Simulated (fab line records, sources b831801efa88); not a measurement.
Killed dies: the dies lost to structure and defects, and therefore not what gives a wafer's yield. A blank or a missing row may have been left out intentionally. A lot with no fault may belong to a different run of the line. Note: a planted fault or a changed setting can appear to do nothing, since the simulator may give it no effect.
Comparing a struck lot with a sound one + flow gf180mcu + 15 out of 602 route steps
Sound: the wafers L765.1, L765.2, L765.4. Struck: wafers L760.2, L760.3, L760.4. The cause is given at the end.
For every step that has rows: the tool of each side, followed by ch and its chambers, followed by its first start. Under that, the readings that differ: sound wafers + struck wafers + difference of the means + sigmas: that difference in standard deviations of wafers without a fault.
alike: readings whose means differ by less than 2 such deviations, and words and numbers that are the same on both sides. not compared: withheld readings, readings that some wafer has no value for, bounds like >300 that may hide the same value, and numbers for which the record gives no deviation and whose values overlap.
Wherever a step has rows on one side only, a row that says differs or no value, or a row with sigmas, the two part there. Numbers that don't overlap but have no deviation are shown without sigmas and don't part them. A reading missing from all wafers of one side parts the sides only when that side holds two or more wafers.

GF_V4_CVD_23: deposits W, target thk 350 nm, time 104.9 s.
  sound on cvd-w-02 ch 0,1, day 29 21:52; struck on cvd-w-02 ch 0,1, day 28 16:06
  alike: heater-power-w
GF_V4_RS_MEAS_24: measures by four-point-probe.
  sound on film-metro-02, day 29 21:59; struck on film-metro-04, day 28 16:14
  alike: V4_W_RS
GF_V4_THK_MEAS_25: measures by xrf.
  sound on film-metro-02, day 29 22:06; struck on film-metro-04, day 28 16:21
  alike: V4_W_THK
then, 1 step without rows for these wafers: GF_V4_CMP_26 (polishes, stops on SiO2, t overpolish 15 s, target thk 0 nm).
GF_MIM_SPUTTER_00: material Ti, target thk 37.5 nm, time 150 s.
  sound on pvd-sputter-01, day 29 22:28; struck on pvd-sputter-04, day 28 16:42
  alike: cathode-dc-power-W, chamber-pressure-pa, throttle-valve-pct
then, 1 step without rows for these wafers: GF_MIM_SPUTTER_01 (material TiN, target thk 30 nm, time 25 s).
GF_MIM_SPUTTER_02: material AlCu, target thk 450 nm, time 23.9 s.
  sound on pvd-sputter-01, day 29 22:35; struck on pvd-sputter-04, day 28 16:50
  alike: cathode-dc-power-W, chamber-pressure-pa, throttle-valve-pct
then, 1 step without rows for these wafers: GF_MIM_SPUTTER_03 (material Ti, target thk 10 nm, time 6.7 s).
GF_MIM_SPUTTER_04: material TiN, target thk 50 nm, time 41.7 s.
  sound on pvd-sputter-01, day 29 22:38; struck on pvd-sputter-04, day 28 16:53
  alike: cathode-dc-power-W, chamber-pressure-pa, throttle-valve-pct
GF_MIM_CVD_05: deposits Si3N4, target thk 42 nm, time 29.086 s.
  sound on pecvd-01 ch 0,2, day 29 22:41; struck on pecvd-02 ch 0,2, day 28 16:55
  alike: heater-power-w
GF_MIM_THK_MEAS_06:
  sound on film-metro-02, day 29 22:43; struck on film-metro-03, day 28 16:58
  alike: MIM_CVD_05_THK
then, 1 step without rows for these wafers: GF_MIM_SPUTTER_07 (material TiN, target thk 60 nm, time 50 s).
GF_MIM_SPUTTER_08: material AlCu, target thk 200 nm, time 10.6 s.
  sound on pvd-sputter-02, day 29 22:49; struck on pvd-sputter-01, day 28 17:03
  no value came back on the struck wafers for cathode-dc-power-W (W), chamber-pressure-pa (Pa), throttle-valve-pct (%); on the sound wafers cathode-dc-power-W (W) reads 10603 10601 10600
then, 1 step without rows for these wafers: GF_MIM_SPUTTER_09 (material TiN, target thk 35 nm, time 29.2 s).
GF_MIM_RS_MEAS_10: measures by four-point-probe.
  sound on film-metro-04, day 29 22:52; struck on film-metro-02, day 28 17:25
| reading              | sound                | struck               | difference | sigmas      |
|----------------------|----------------------|----------------------|------------|-------------|
| MIM_ALCU_RS (ohm/sq) | 0.1624 0.1658 0.1615 | 9.1371 9.1022 9.1539 | +8.9678    | +99 or more |
  not compared: hold

## WHERE THEY PART
First at GF_MIM_SPUTTER_08; last, within this record, at GF_MIM_RS_MEAS_10.

WHY: the cause the simulator had injected
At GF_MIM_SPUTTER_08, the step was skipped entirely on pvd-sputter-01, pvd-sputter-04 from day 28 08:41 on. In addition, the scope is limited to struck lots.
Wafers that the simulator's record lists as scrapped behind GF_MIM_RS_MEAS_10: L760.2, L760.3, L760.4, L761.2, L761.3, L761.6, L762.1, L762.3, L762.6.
